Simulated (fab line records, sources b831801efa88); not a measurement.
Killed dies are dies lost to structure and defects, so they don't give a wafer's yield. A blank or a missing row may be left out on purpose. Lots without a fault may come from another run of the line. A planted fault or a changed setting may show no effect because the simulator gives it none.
Chamber matching | flow gf180mcu | GF_V2_ETCH_16 on rie_diel-02: 4 sister chambers
The step etches BARC in N2/H2. 8 wafers are shown with their chamber, then 9 later ones without.

WAFERS WITH THEIR CHAMBER
wafer  | chamber | throttle_valve_pct (%) | oes_product_au (a.u.)
L087.5 | 1       | 13.221                 | 0.857
L087.6 | 0       | 13.222                 | 0.847
L089.1 | 2       | 13.226                 | 0.860
L089.5 | 1       | 13.206                 | 0.853
L089.6 | 0       | 13.208                 | 0.851
L091.4 | 3       | 13.225                 | 0.851
L091.5 | 2       | 13.232                 | 0.858
L091.6 | 3       | 13.209                 | 0.853

WAFERS WITHOUT THEIR CHAMBER
wafer  | throttle_valve_pct (%) | oes_product_au (a.u.)
L094.3 | 13.221                 | 0.859
L094.5 | 13.232                 | 0.852
L094.6 | 13.223                 | 0.853
L096.1 | 13.227                 | 0.852
L096.2 | 13.222                 | 0.849
L096.5 | 13.222                 | 0.851
L097.2 | 13.225                 | 0.860
L097.3 | 13.213                 | 0.851
L097.5 | 13.206                 | 0.848

WHICH CHAMBER EACH WENT THROUGH
wafer  | from the rows above               | in truth
L094.3 | can't be placed: 2 or 1           | 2
L094.5 | can't be placed: 3 or 0 or 1 or 2 | 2
L094.6 | can't be placed: 3 or 1 or 0 or 2 | 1
L096.1 | can't be placed: 3 or 0 or 1      | 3
L096.2 | can't be placed: 0 or 3           | 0
L096.5 | can't be placed: 3 or 0 or 1      | 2
L097.2 | can't be placed: 2 or 1           | 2
L097.3 | can't be placed: 3 or 0 or 1      | 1
L097.5 | can't be placed: 0 or 3           | 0
Placed correctly: 0 of 9. Can't be placed from these rows: 9 (the true chamber is among the candidates in 8). Placed wrongly: 0.
How it was worked out, from the rows above alone: a wafer's distance from a chamber is the root of the sum, over the readings, of the square of ((its reading less the chamber's mean) divided by the reading's scatter). The wafer belongs to the nearest chamber; if the next one is less than 2 further off, it can't be placed. A chamber's mean is the mean of its shown wafers. The scatter: the root of (the sum of the squares of (reading less its chamber's mean) over the shown wafers, divided by (wafers less chambers)).
